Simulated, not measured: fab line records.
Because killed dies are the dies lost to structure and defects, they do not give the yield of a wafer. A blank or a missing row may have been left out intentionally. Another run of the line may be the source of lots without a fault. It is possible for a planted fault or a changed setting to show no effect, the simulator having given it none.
fab line records -- flow sky130
[record] lots = 6, wafers = 18, last-day = 50
route steps=708 shown LI_CONTACT@381 LOCAL_INTERCONNECT@387 PAD_OPEN@708
lots that met no fault: from a run of the same line without faults
start-h: hours from the record's opening day to when the first of the lot's shown wafers began -- wait-h: time in hours since the lot's previous step -- " same as the row above -- L1.1+2: one row covering several wafers at once -- - no value, or no start given -- * or withheld: withheld -- < > ~ a bound
route shown NAME@n: NAME is a module with steps in the file, n the number in the route of the first one -- usual: average and standard deviation across the fault-free wafers -- same: alike in all rows -- chamber/n: place in a boat -- sites: per-site readings -- _std_site: standard deviation across them -- _edge_site: inner sites' mean taken away from outer sites' mean -- radius-mm: for every site, how far away it sits from the centre of the wafer -- mask NAME#n: copy n -- behind: tool/chamber where the wafer was last shaped -- hold: cause of the lot's hold/its duration in hours/its outcome -- device: transistor that didn't switch, given as n, p or np -- end of line: tests of these same wafers at the route's end -- for a step that has no rows: nothing shown but its recipe -- killed: at the first sort, the dies lost to defects and structure; wafer yield is something else -- map: a wafer's dies, marking killed ones x, the rest . and places with no die _
set.NAME: setting as actually run; set.NAME@STEP: the setting as run at that earlier step -- model.NAME: the simulator's own value behind a step, which no gauge read
lots seen at some steps along the route; tables by step, rows by wafer
services: the hour from which a tool's chamber was out of use, counted from the record's first day as start-h (under 0 if before that day), plus the number of hours and why
[[steps]]
[step SKY_LI_CONTACT_SPUTTER_19]
[recipe] material = Ti, target-thk-nm = 20, chamber-pressure-pa = 5, power-w = 2500, substrate-temp-c = 200, time-s = 106.37
[usual] throttle-valve-pct = 29.7/0.96
lot.wafer,tool,chamber,start-h,wait-h,throttle-valve-pct
L141.4,pvd-sputter-03,-,706.76,0.0,28.6
L141.5,pvd-sputter-03,-,706.76,0.0,29.3
L141.6,pvd-sputter-03,-,706.76,0.0,30.2
L146.2,pvd-sputter-01,-,748.86,0.0,30.1
L146.4,pvd-sputter-01,-,748.86,0.0,29.0
L146.6,pvd-sputter-01,-,748.86,0.0,30.2
L147.2,pvd-sputter-02,-,752.94,0.0,32.2
L147.3,pvd-sputter-02,-,752.94,0.0,28.8
L147.5,pvd-sputter-02,-,752.94,0.0,30.6
L150.4,pvd-sputter-01,-,785.01,0.0,29.1
L150.5,pvd-sputter-01,-,785.01,0.0,30.2
L150.6,pvd-sputter-01,-,785.01,0.0,28.2
L158.2,pvd-sputter-03,-,838.73,0.0,30.3
L158.5,pvd-sputter-03,-,838.73,0.0,30.2
L158.6,pvd-sputter-03,-,838.73,0.0,30.2
L160.2,pvd-sputter-03,-,850.53,0.0,28.5
L160.3,pvd-sputter-03,-,850.53,0.0,30.4
L160.4,pvd-sputter-03,-,850.53,0.0,29.7
[step SKY_LI_CONTACT_SPUTTER_20]
[recipe] material = TiN, target-thk-nm = 20, chamber-pressure-pa = 5, power-w = 4000, time-s = 80
[usual] throttle-valve-pct = 29.7/0.95
lot.wafer,tool,chamber,start-h,wait-h,throttle-valve-pct
L141.4,pvd-sputter-03,-,706.83,0.0,28.3
L141.5,pvd-sputter-03,-,706.83,0.0,29.1
L141.6,pvd-sputter-03,-,706.83,0.0,30.2
L146.2,pvd-sputter-01,-,748.93,0.0,29.9
L146.4,pvd-sputter-01,-,748.93,0.0,29.0
L146.6,pvd-sputter-01,-,748.93,0.0,30.2
L147.2,pvd-sputter-02,-,753.02,0.0,32.3
L147.3,pvd-sputter-02,-,753.02,0.0,28.7
L147.5,pvd-sputter-02,-,753.02,0.0,30.3
L150.4,pvd-sputter-01,-,785.08,0.0,28.9
L150.5,pvd-sputter-01,-,785.08,0.0,30.1
L150.6,pvd-sputter-01,-,785.08,0.0,28.3
L158.2,pvd-sputter-03,-,838.80,0.0,30.2
L158.5,pvd-sputter-03,-,838.80,0.0,29.9
L158.6,pvd-sputter-03,-,838.80,0.0,30.5
L160.2,pvd-sputter-03,-,850.60,0.0,28.5
L160.3,pvd-sputter-03,-,850.60,0.0,30.2
L160.4,pvd-sputter-03,-,850.60,0.0,30.4
[step SKY_LI_CONTACT_CVD_21]
[recipe] material = W, target-thk-nm = 400, time-s = 120.56, temp-c = 400, pressure-torr = 40
[step SKY_LI_CONTACT_RS_MEAS_22]
[recipe] thk-meas-gauge = four-point-probe, reads = W_of_LI_CONTACT_CVD_21+TiN_of_LI_CONTACT_SPUTTER_20+Ti_of_LI_CONTACT_SPUTTER_19
[usual] LI_CONTACT_W_RS = 0.2843/0.0026
lot.wafer,tool,chamber,start-h,wait-h,LI_CONTACT_W_RS[ohm/sq]
L141.4,film-metro-02,-,707.08,0.1,0.2783
L141.5,film-metro-02,-,707.08,0.1,0.2820
L141.6,film-metro-02,-,707.08,0.1,0.2839
L146.2,film-metro-02,-,749.14,0.1,0.2843
L146.4,film-metro-02,-,749.14,0.1,0.2796
L146.6,film-metro-02,-,749.14,0.1,0.2791
L147.2,film-metro-01,-,753.22,0.1,0.2835
L147.3,film-metro-01,-,753.22,0.1,0.2826
L147.5,film-metro-01,-,753.22,0.1,0.2814
L150.4,film-metro-02,-,785.33,0.1,0.2834
L150.5,film-metro-02,-,785.33,0.1,0.2817
L150.6,film-metro-02,-,785.33,0.1,0.2847
L158.2,film-metro-04,-,839.13,0.2,0.2885
L158.5,film-metro-04,-,839.13,0.2,0.2882
L158.6,film-metro-04,-,839.13,0.2,0.2872
L160.2,film-metro-02,-,850.81,0.1,0.2820
L160.3,film-metro-02,-,850.81,0.1,0.2873
L160.4,film-metro-02,-,850.81,0.1,0.2874
[step SKY_LI_CONTACT_THK_MEAS_23]
[recipe] thk-meas-gauge = xrf, reads = W_of_LI_CONTACT_CVD_21
[usual] LI_CONTACT_W_THK = 399/5.4
lot.wafer,tool,chamber,start-h,wait-h,LI_CONTACT_W_THK[nm]
L141.4,film-metro-02,-,707.17,0.1,398
L141.5,film-metro-02,-,707.17,0.1,394
L141.6,film-metro-02,-,707.17,0.1,392
L146.2,film-metro-02,-,749.25,0.1,399
L146.4,film-metro-02,-,749.25,0.1,402
L146.6,film-metro-02,-,749.25,0.1,399
L147.2,film-metro-01,-,753.33,0.1,402
L147.3,film-metro-01,-,753.33,0.1,400
L147.5,film-metro-01,-,753.33,0.1,403
L150.4,film-metro-02,-,785.42,0.1,398
L150.5,film-metro-02,-,785.42,0.1,397
L150.6,film-metro-02,-,785.42,0.1,395
L158.2,film-metro-04,-,839.24,0.1,393
L158.5,film-metro-04,-,839.24,0.1,394
L158.6,film-metro-04,-,839.24,0.1,391
L160.2,film-metro-02,-,850.92,0.1,400
L160.3,film-metro-02,-,850.92,0.1,390
L160.4,film-metro-02,-,850.92,0.1,393
[step SKY_LI_CONTACT_CMP_24]
[recipe] stop-on = PSG, t-overpolish-s = 20, down-force-psi = 3.5, platen-rpm = 60, target-thk-nm = 0, pad-velocity-m-s = 0.94248
[usual] motor-current-A = 10.9/1, overpolish-run-s = 20.000/0.009, time-to-endpoint-s = 97/3.9
lot.wafer,tool,chamber,start-h,wait-h,motor-current-A,overpolish-run-s,time-to-endpoint-s
L141.4,cmp-01,1,707.20,0.0,9.9,19.990,106
L141.6,cmp-01,1,707.20,0.0,9.8,19.999,103
L141.5,cmp-01,2,707.20,0.0,11.2,20.008,109
L146.2,cmp-02,2,749.35,0.1,10.2,20.003,101
L146.4,cmp-02,3,749.35,0.1,10.6,20.011,93
L146.6,cmp-02,2,749.35,0.1,10.2,20.000,97
L147.2,cmp-01,1,753.38,0.0,10.6,19.993,95
L147.3,cmp-01,0,753.38,0.0,11.1,19.992,96
L147.5,cmp-01,1,753.38,0.0,10.5,20.007,97
L150.4,cmp-01,3,785.60,0.2,11.4,19.999,99
L150.6,cmp-01,0,785.60,0.2,10.7,19.996,99
L150.5,cmp-01,1,785.60,0.2,10.8,19.996,102
L158.2,cmp-01,0,839.34,0.1,11.6,19.999,92
L158.6,cmp-01,3,839.34,0.1,11.7,20.000,88
L158.5,cmp-01,0,839.34,0.1,11.6,20.000,92
L160.2,cmp-01,3,850.97,0.0,12.2,20.010,98
L160.3,cmp-01,0,850.97,0.0,12.1,20.007,101
L160.4,cmp-01,2,850.97,0.0,11.4,19.997,99
[step SKY_LOCAL_INTERCONNECT_SPUTTER_00]
[recipe] material = TiN, target-thk-nm = 100, temp-c = 300, power-w = 6500, time-s = 83.3, chamber-pressure-pa = 0.4
[step SKY_LOCAL_INTERCONNECT_RS_MEAS_01]
[recipe] thk-meas-gauge = four-point-probe, reads = TiN_of_LOCAL_INTERCONNECT_SPUTTER_00
[usual] LOCAL_INTERCONNECT_TIN_RS = 14.06/0.15
lot.wafer,tool,chamber,start-h,wait-h,LOCAL_INTERCONNECT_TIN_RS[ohm/sq]
L141.4,film-metro-02,-,707.62,0.1,14.02
L141.5,film-metro-02,-,707.62,0.1,14.13
L141.6,film-metro-02,-,707.62,0.1,14.10
L146.2,film-metro-04,-,749.68,0.1,14.31
L146.4,film-metro-04,-,749.68,0.1,14.25
L146.6,film-metro-04,-,749.68,0.1,14.28
L147.2,film-metro-02,-,753.77,0.1,14.08
L147.3,film-metro-02,-,753.77,0.1,14.10
L147.5,film-metro-02,-,753.77,0.1,14.16
L150.4,film-metro-02,-,785.87,0.1,14.26
L150.5,film-metro-02,-,785.87,0.1,14.15
L150.6,film-metro-02,-,785.87,0.1,14.23
L158.2,film-metro-04,-,839.68,0.1,14.12
L158.5,film-metro-04,-,839.68,0.1,14.07
L158.6,film-metro-04,-,839.68,0.1,14.12
L160.2,film-metro-03,-,851.35,0.1,13.88
L160.3,film-metro-03,-,851.35,0.1,13.99
L160.4,film-metro-03,-,851.35,0.1,14.06
[step SKY_LOCAL_INTERCONNECT_THK_MEAS_02]
[recipe] thk-meas-gauge = xrf, reads = TiN_of_LOCAL_INTERCONNECT_SPUTTER_00
[usual] LOCAL_INTERCONNECT_TIN_THK = 102.5/1.3
lot.wafer,tool,chamber,start-h,wait-h,LOCAL_INTERCONNECT_TIN_THK[nm]
L141.4,film-metro-02,-,707.71,0.1,102.6
L141.5,film-metro-02,-,707.71,0.1,101.8
L141.6,film-metro-02,-,707.71,0.1,101.7
L146.2,film-metro-04,-,749.79,0.1,100.6
L146.4,film-metro-04,-,749.79,0.1,101.3
L146.6,film-metro-04,-,749.79,0.1,101.1
L147.2,film-metro-02,-,753.88,0.1,101.7
L147.3,film-metro-02,-,753.88,0.1,101.9
L147.5,film-metro-02,-,753.88,0.1,101.5
L150.4,film-metro-02,-,785.96,0.1,100.8
L150.5,film-metro-02,-,785.96,0.1,101.9
L150.6,film-metro-02,-,785.96,0.1,100.9
L158.2,film-metro-04,-,839.79,0.1,102.0
L158.5,film-metro-04,-,839.79,0.1,102.8
L158.6,film-metro-04,-,839.79,0.1,102.4
L160.2,film-metro-03,-,851.46,0.1,104.2
L160.3,film-metro-03,-,851.46,0.1,102.6
L160.4,film-metro-03,-,851.46,0.1,102.9
[step SKY_LOCAL_INTERCONNECT_DEHYDRATE_03]
[recipe] temp-c = 200, time-s = 60
[step SKY_LOCAL_INTERCONNECT_HMDS_04]
[recipe] prime-time-s = 60, prime-temp-c = 120
[step SKY_LOCAL_INTERCONNECT_COAT_05]
[recipe] resist = BARC, temp-c = withheld, time-s = withheld, spin-rpm = 3000, resist-thk-nm = 60
[step SKY_LOCAL_INTERCONNECT_COAT_06]
[recipe] resist = KrF-thick, spin-rpm = 3000, resist-thk-nm = 450
[usual] spin-speed-rpm = 3000.1/2
lot.wafer,tool,chamber,start-h,wait-h,spin-speed-rpm,model.KrF-thick_of_LOCAL_INTERCONNECT_COAT_06.thk-nm
L141.4,litho-track-03,0,721,-,3000.8,450
L141.5,litho-track-03,0,721,-,3001.0,450.7
L141.6,litho-track-03,0,721,-,3001.7,450.2
L146.2,litho-track-04,0,763,-,2956.7,451.9
L146.4,litho-track-04,0,763,-,2952.6,451.2
L146.6,litho-track-04,0,763,-,2949.5,450.9
L147.2,litho-track-03,0,766,-,2998.9,450.7
L147.3,litho-track-03,0,766,-,3002.2,450.7
L147.5,litho-track-03,0,766,-,3001.1,449.6
L150.4,litho-track-04,0,799,-,2946.6,454.4
L150.5,litho-track-04,0,799,-,2950.8,455.1
L150.6,litho-track-04,0,799,-,2949.3,452.6
L158.2,litho-track-01,0,853,-,3000.6,450.6
L158.5,litho-track-01,0,853,-,3002.9,451.2
L158.6,litho-track-01,0,853,-,3004.3,451.7
L160.2,litho-track-04,0,864,-,3000.6,448.6
L160.3,litho-track-04,0,864,-,2997.7,450.7
L160.4,litho-track-04,0,864,-,2996.9,450.3
[step SKY_LOCAL_INTERCONNECT_SOFTBAKE_07]
[recipe] temp-c = 100, time-s = 90, resist = KrF-thick
[step SKY_LOCAL_INTERCONNECT_EXPOSE_08]
[recipe] mask-id = LI1M, na = 0.8, source-shape = annular, sigma-inner = 0.55, sigma-outer = 0.85, target-cd-nm = 170, dose-mj = 28
[step SKY_LOCAL_INTERCONNECT_PEB_09]
[recipe] peb-temp-c = withheld, peb-time-s = withheld, resist = KrF-thick
[step SKY_LOCAL_INTERCONNECT_DEVELOP_10]
[recipe] develop-time-s = 60, resist = KrF-thick, dev-temp-c = 21
[step SKY_LOCAL_INTERCONNECT_CD_MEAS_11]
[recipe] target-cd-nm = 170
[usual] cd-nm = 169.9/1.5
lot.wafer,tool,chamber,start-h,wait-h,cd-nm
L141.4,cd-sem-01,-,736.11,-,171.1
L141.5,cd-sem-01,-,736.11,-,170.9
L141.6,cd-sem-01,-,736.11,-,172.9
L146.2,cd-sem-01,-,776.61,-,167.8
L146.4,cd-sem-01,-,776.61,-,168.2
L146.6,cd-sem-01,-,776.61,-,167.6
L147.2,cd-sem-02,-,779.92,-,167.4
L147.3,cd-sem-02,-,779.92,-,167.9
L147.5,cd-sem-02,-,779.92,-,167.9
L150.4,cd-sem-02,-,813.19,-,169.8
L150.5,cd-sem-02,-,813.19,-,168.7
L150.6,cd-sem-02,-,813.19,-,169.8
L158.2,cd-sem-02,-,866.21,-,170.4
L158.5,cd-sem-02,-,866.21,-,169.8
L158.6,cd-sem-02,-,866.21,-,168.6
L160.2,cd-sem-01,-,877.42,-,171.0
L160.3,cd-sem-01,-,877.42,-,172.6
L160.4,cd-sem-01,-,877.42,-,170.3
[step SKY_LOCAL_INTERCONNECT_OVL_MEAS_12]
[usual] LOCAL_INTERCONNECT_OVL = -1/5.1
lot.wafer,tool,chamber,start-h,wait-h,LOCAL_INTERCONNECT_OVL[nm]
L141.4,overlay-01,-,736.18,0.1,2
L141.5,overlay-01,-,736.18,0.1,4
L141.6,overlay-01,-,736.18,0.1,6
L146.2,overlay-01,-,776.71,0.1,4
L146.4,overlay-01,-,776.71,0.1,-2
L146.6,overlay-01,-,776.71,0.1,0
L147.2,overlay-02,-,780.02,0.1,-2
L147.3,overlay-02,-,780.02,0.1,8
L147.5,overlay-02,-,780.02,0.1,0
L150.4,overlay-02,-,813.27,0.1,-3
L150.5,overlay-02,-,813.27,0.1,1
L150.6,overlay-02,-,813.27,0.1,-4
L158.2,overlay-01,-,866.32,0.1,-2
L158.5,overlay-01,-,866.32,0.1,4
L158.6,overlay-01,-,866.32,0.1,-1
L160.2,overlay-01,-,877.52,0.1,2
L160.3,overlay-01,-,877.52,0.1,-4
L160.4,overlay-01,-,877.52,0.1,1
[step SKY_LOCAL_INTERCONNECT_ETCH_13]
[recipe] chemistry = N2/H2, target = BARC, ion-energy-ev = 200, bias-w = 100, pressure-mtorr = 30, n2-flow-sccm = 100, h2-flow-sccm = 200, icp-w = 500, stop-on = SiO2, time-s = 45.9, target-depth-a = 600
[usual] chamber-pressure-mTorr = 30.00/0.043, drypump-motor-current-A = 5.9/0.5, n2-flow-sccm = 100.00/0.28, oes-product-au = 0.855/0.0049, throttle-valve-pct = 13.225/0.0085
lot.wafer,tool,chamber,start-h,wait-h,chamber-pressure-mTorr,drypump-motor-current-A,n2-flow-sccm,oes-product-au,rf-hours-counter-h,throttle-valve-pct
L141.4,rie-metal-03,0,736.22,0.0,30.01,5.8,99.51,0.853,-,13.220
L141.5,rie-metal-03,0,736.22,0.0,29.96,5.8,99.59,0.858,-,13.225
L141.6,rie-metal-03,1,736.22,0.0,30.04,5.1,99.88,0.852,-,13.223
L146.2,rie-metal-02,1,776.74,0.0,30.02,6.3,99.78,0.857,14,13.225
L146.4,rie-metal-02,1,776.74,0.0,29.98,6.2,99.92,0.856,-,13.221
L146.6,rie-metal-02,1,776.74,0.0,30.00,6.2,100.19,0.855,-,13.222
L147.2,rie-metal-01,1,780.05,0.0,30.00,6.6,100.32,0.852,1,13.216
L147.3,rie-metal-01,0,780.05,0.0,30.05,6.1,100.03,0.857,-,13.230
L147.5,rie-metal-01,1,780.05,0.0,30.01,6.6,99.86,0.857,-,13.232
L150.4,rie-metal-03,0,813.31,0.0,29.99,5.9,100.64,0.858,-,13.234
L150.5,rie-metal-03,1,813.31,0.0,30.08,5.1,100.04,0.849,-,13.222
L150.6,rie-metal-03,0,813.31,0.0,29.94,5.9,100.17,0.856,-,13.228
L158.2,rie-metal-03,0,866.35,0.0,30.03,5.9,99.83,0.854,15,13.216
L158.5,rie-metal-03,1,866.35,0.0,29.99,5.1,99.53,0.860,-,13.228
L158.6,rie-metal-03,0,866.35,0.0,29.99,5.8,99.95,0.849,-,13.223
L160.2,rie-metal-01,1,877.55,0.0,30.01,6.6,100.37,0.855,5,13.226
L160.3,rie-metal-01,1,877.55,0.0,29.92,6.5,100.01,0.861,-,13.229
L160.4,rie-metal-01,0,877.55,0.0,30.04,6.1,100.17,0.857,-,13.215
[step SKY_LOCAL_INTERCONNECT_METAL_ETCH_14]
[recipe] target-depth-nm = 110, stop-on = PSG, chemistry = Cl2/BCl3, target = TiN, resist-sidewall-deg = 88, pressure-mtorr = 10, icp-w = 900, bias-w = 48.5, Cl2_flow_sccm = 60, bcl3-flow-sccm = 30, time-s = 31.4
[usual] bcl3-flow-sccm = 30.00/0.096, chamber-pressure-mTorr = 10.001/0.0097, drypump-motor-current-A = 5.9/0.5, oes-product-au = 0.944/0.0075, throttle-valve-pct = 21.898/0.01
lot.wafer,tool,chamber,start-h,wait-h,bcl3-flow-sccm,chamber-pressure-mTorr,drypump-motor-current-A,oes-product-au,rf-hours-counter-h,throttle-valve-pct,model.KrF-thick_of_LOCAL_INTERCONNECT_COAT_06.thk-nm
L141.4,rie-metal-03,0,736.28,0.0,30.07,10.016,5.8,0.946,-,21.893,348.5
L141.5,rie-metal-03,0,736.28,0.0,29.97,10.011,5.9,0.944,-,21.902,349.8
L141.6,rie-metal-03,1,736.28,0.0,29.90,9.995,5.1,0.938,-,21.913,348.8
L146.2,rie-metal-02,1,776.81,0.0,30.18,9.980,6.3,0.932,14,21.924,350.1
L146.4,rie-metal-02,1,776.81,0.0,30.10,10.004,6.3,0.938,-,21.900,348.8
L146.6,rie-metal-02,1,776.81,0.0,30.03,9.991,6.2,0.933,-,21.897,348.7
L147.2,rie-metal-01,1,780.12,0.0,29.96,10.001,6.6,0.943,1,21.898,349.8
L147.3,rie-metal-01,0,780.12,0.0,29.93,10.016,6.1,0.952,-,21.909,350.1
L147.5,rie-metal-01,1,780.12,0.0,29.95,9.996,6.6,0.939,-,21.903,349.4
L150.4,rie-metal-03,0,813.37,0.0,30.17,10.006,5.9,0.937,-,21.892,352.7
L150.5,rie-metal-03,1,813.37,0.0,29.93,10.002,5.1,0.948,-,21.914,352.9
L150.6,rie-metal-03,0,813.37,0.0,30.13,10.004,5.9,0.937,-,21.900,350.5
L158.2,rie-metal-03,0,866.41,0.0,30.17,10.008,5.9,0.946,15,21.901,349.1
L158.5,rie-metal-03,1,866.41,0.0,29.99,9.990,5.1,0.944,-,21.892,350
L158.6,rie-metal-03,0,866.41,0.0,30.10,10.001,5.9,0.942,-,21.895,350.6
L160.2,rie-metal-01,1,877.62,0.0,29.97,10.010,6.6,0.959,5,21.901,346.9
L160.3,rie-metal-01,1,877.62,0.0,29.96,10.005,6.6,0.942,-,21.904,349.6
L160.4,rie-metal-01,0,877.62,0.0,29.94,9.993,6.1,0.948,-,21.892,350.3
[step SKY_LOCAL_INTERCONNECT_STRIP_15]
[recipe] chemistry = O2/N2, power-w = 1400, pressure-mtorr = 1500, platen-temp-c = withheld, o2-flow-sccm = 3000, n2-flow-sccm = 300, overash-fraction = 0.5
[usual] chamber-pressure-mTorr = 1500.2/1.2, drypump-motor-current-A = 5.7/0.36, n2-flow-sccm = 300.0/0.86, o2-flow-sccm = 3000/9.7, oes-product-au = 0.427/0.0046, strip-time-to-endpoint-s = 4.722/0.022
[same] overash-fraction = 0.5
lot.wafer,tool,chamber,start-h,wait-h,chamber-pressure-mTorr,drypump-motor-current-A,n2-flow-sccm,o2-flow-sccm,oes-product-au,rf-hours-counter-h,strip-time-to-endpoint-s
L141.4,plasma-asher-04,0,736.35,0.1,1499.7,5.8,299.1,3009,0.423,-,4.701
L141.5,plasma-asher-04,1,736.35,0.1,1497.1,5.8,299.3,2987,0.441,-,4.734
L141.6,plasma-asher-04,0,736.35,0.1,1499.7,5.8,298.9,3003,0.427,-,4.716
L146.2,plasma-asher-03,1,776.86,0.0,1500.0,5.2,300.5,3001,0.436,92,4.725
L146.4,plasma-asher-03,1,776.86,0.0,1498.7,5.2,300.0,3003,0.419,-,4.730
L146.6,plasma-asher-03,0,776.86,0.0,1501.3,5.3,299.8,2992,0.425,-,4.743
L147.2,plasma-asher-03,1,780.17,0.0,1501.0,5.2,300.3,3001,0.420,92,4.724
L147.3,plasma-asher-03,0,780.17,0.0,1500.8,5.3,300.3,3010,0.431,-,4.731
L147.5,plasma-asher-03,1,780.17,0.0,1499.9,5.2,300.6,3007,0.431,-,4.737
L150.4,plasma-asher-04,1,813.43,0.1,1503.0,5.8,300.4,3001,0.428,-,4.766
L150.5,plasma-asher-04,1,813.43,0.1,1500.8,5.8,301.1,3004,0.427,-,4.764
L150.6,plasma-asher-04,0,813.43,0.1,1499.5,5.7,301.0,3008,0.430,-,4.728
L158.2,plasma-asher-01,0,866.46,0.0,1501.7,6.1,299.0,2997,0.427,44,4.718
L158.5,plasma-asher-01,0,866.46,0.0,1497.5,6.1,301.1,3009,0.427,-,4.745
L158.6,plasma-asher-01,1,866.46,0.0,1499.7,5.9,300.0,2996,0.435,-,4.734
L160.2,plasma-asher-03,0,877.67,0.0,1499.5,5.3,300.8,2993,0.423,102,4.690
L160.3,plasma-asher-03,1,877.67,0.0,1499.1,5.2,300.4,3008,0.426,-,4.721
L160.4,plasma-asher-03,0,877.67,0.0,1501.3,5.3,301.4,3009,0.427,-,4.733
[step SKY_PAD_OPEN_PROBE_99]
[usual] killed_at_M0_to_M3 = 43/8, killed_at_M4_up = 2.9/1.6, killed-at-contacts = 26/5.2, killed-at-front-end = 15/4.3, killed-at-other = 0.3/0.56, killed-dies = 87/10, killed-open = 48/6.9, killed-short = 40/6.5
[same] gross-dies = 492, killed-at-back-side = 0
lot.wafer,tool,chamber,start-h,wait-h,killed_at_M0_to_M3,killed_at_M4_up,killed-at-contacts,killed-at-front-end,killed-at-other,killed-dies,killed-open,killed-short
L147.2,prober-01,-,1129.76,0.1,33,5,25,13,0,76,45,31
L147.3,prober-01,-,1129.81,0.2,49,2,26,21,0,98,55,43
L147.5,prober-01,-,1129.91,0.2,44,1,23,6,0,74,39,35
L150.4,prober-02,-,1154.74,0.2,54,1,25,22,0,102,54,48
L150.5,prober-02,-,1154.79,0.2,31,3,20,11,1,66,35,31
L150.6,prober-02,-,1154.84,0.2,42,2,20,12,1,77,41,36
L160.2,prober-02,-,1197.96,0.1,27,5,26,18,0,76,41,35
L160.3,prober-02,-,1198.01,0.2,45,5,21,14,0,85,47,38
L160.4,prober-02,-,1198.06,0.2,51,3,30,15,0,99,55,44
// killed by level:class
L147.2 CONTACT:geometric-particle:open=17 VIA1:geometric-particle:open=11 VIA1:geometric-particle:short=6 VIA3:geometric-particle:open=5 CONTACT:geometric-particle:short=4 METAL2:geometric-particle:short=4 FIELD_ISO:geometric-particle:short=3 POLY_GATE:geometric-particle:open=3
L147.3 VIA1:geometric-particle:open=16 CONTACT:geometric-particle:open=11 FIELD_ISO:geometric-particle:open=8 VIA3:geometric-particle:open=8 METAL1:geometric-particle:short=7 METAL2:geometric-particle:short=6 LI_CONTACT:geometric-particle:short=5 CONTACT:geometric-particle:short=5
L147.5 VIA1:geometric-particle:open=9 VIA3:geometric-particle:open=7 LI_CONTACT:geometric-particle:open=7 CONTACT:geometric-particle:open=7 METAL2:geometric-particle:short=7 VIA1:geometric-particle:short=6 CONTACT:geometric-particle:short=5 METAL1:geometric-particle:short=4
L150.4 VIA1:geometric-particle:open=20 LOCAL_INTERCONNECT:geometric-particle:short=12 VIA1:geometric-particle:short=9 FIELD_ISO:geometric-particle:open=8 CONTACT:geometric-particle:open=7 VIA2:geometric-particle:open=6 FIELD_ISO:geometric-particle:short=5 METAL1:geometric-particle:short=5
L150.5 CONTACT:geometric-particle:open=8 VIA3:geometric-particle:open=6 CONTACT:geometric-particle:short=5 VIA1:geometric-particle:open=5 VIA2:geometric-particle:open=4 METAL1:geometric-particle:short=4 FIELD_ISO:geometric-particle:short=3 LI_CONTACT:geometric-particle:open=3
L150.6 VIA1:geometric-particle:open=10 LI_CONTACT:geometric-particle:open=7 VIA2:geometric-particle:open=7 POLY_GATE:geometric-particle:short=5 CONTACT:geometric-particle:open=5 VIA1:geometric-particle:short=5 VIA3:geometric-particle:open=5 METAL3:geometric-particle:short=5
L160.2 VIA1:geometric-particle:open=11 LI_CONTACT:geometric-particle:open=7 FIELD_ISO:geometric-particle:open=6 LOCAL_INTERCONNECT:geometric-particle:short=6 CONTACT:geometric-particle:open=6 FIELD_ISO:geometric-particle:short=5 CONTACT:geometric-particle:short=5 METAL1:geometric-particle:short=4
L160.3 LI_CONTACT:geometric-particle:open=10 VIA1:geometric-particle:open=8 VIA1:geometric-particle:short=7 VIA3:geometric-particle:open=6 CONTACT:geometric-particle:short=5 METAL1:geometric-particle:short=5 VIA2:geometric-particle:open=5 METAL2:geometric-particle:short=5
L160.4 VIA1:geometric-particle:open=14 CONTACT:geometric-particle:open=10 LI_CONTACT:geometric-particle:open=9 METAL1:geometric-particle:short=7 METAL2:geometric-particle:short=6 VIA2:geometric-particle:open=6 FIELD_ISO:geometric-particle:short=5 CONTACT:geometric-particle:short=5
[[services]]
tool,chamber,start-h,hours,kind
rie-metal-03,-,683.55,1.1,repair
plasma-asher-03,-,705.41,2.8,pm
pvd-sputter-03,-,708.36,3.5,repair
rie-metal-03,0,708.43,4.7,repair
pvd-sputter-03,-,709.12,2.6,repair
pvd-sputter-01,-,725.00,4.7,repair
rie-metal-03,1,725.49,3.0,repair
pvd-sputter-02,-,729.54,2.2,repair
cmp-01,-,737.43,5.1,pm
pvd-sputter-03,-,742.39,6.1,repair
cmp-01,-,744.00,4.0,pm
cmp-02,-,758.72,0.2,repair
rie-metal-02,-,760.09,1.4,pm
cmp-01,-,763.33,3.6,repair
cmp-01,-,775.15,5.2,pm
rie-metal-02,-,779.44,0.2,repair
plasma-asher-01,-,780.62,1.8,repair
rie-metal-01,0,781.30,1.6,repair
cmp-02,-,791.76,1.2,repair
cmp-02,-,826.93,1.5,repair
plasma-asher-01,-,827.25,6.1,repair
plasma-asher-04,-,847.99,2.8,pm
cmp-02,-,849.84,2.2,repair
pvd-sputter-03,-,870.84,1.2,repair
[[key]]
[first-sign] step = SKY_LOCAL_INTERCONNECT_COAT_06, reading = spin-speed-rpm, direction = down, sigmas = 24, usual = 3000.1, struck = 2950.9
effect none on later readings
[model-effect] step = SKY_LOCAL_INTERCONNECT_COAT_06, value = KrF-thick_of_LOCAL_INTERCONNECT_COAT_06.thk-nm, without = 449, struck = 452.7
[model-effect] step = SKY_LOCAL_INTERCONNECT_METAL_ETCH_14, value = KrF-thick_of_LOCAL_INTERCONNECT_COAT_06.thk-nm, without = 347, struck = 350.6
met-at SKY_LOCAL_INTERCONNECT_COAT_06
struck-wafers L146.2,L146.4,L146.6,L150.4,L150.5,L150.6
tester-left-out L146,L150
[fault] kind = process-parameter-drift, tool = litho-track-04, chamber = -, onset-h = 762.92, steps = SKY_LOCAL_INTERCONNECT_COAT_06, channel = spin-rpm, offset = -48.137, shape = step, end-h = 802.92, acts-in = these-recipes-only, stated = 3000
// tester-left-out: of these lots the tester's yield and bins aren't shown, on N5 and GAA mostly nor the transistor test; their killed dies are dies lost to structure and defects alone, not to doping, threshold or leakage, so they don't give the yield
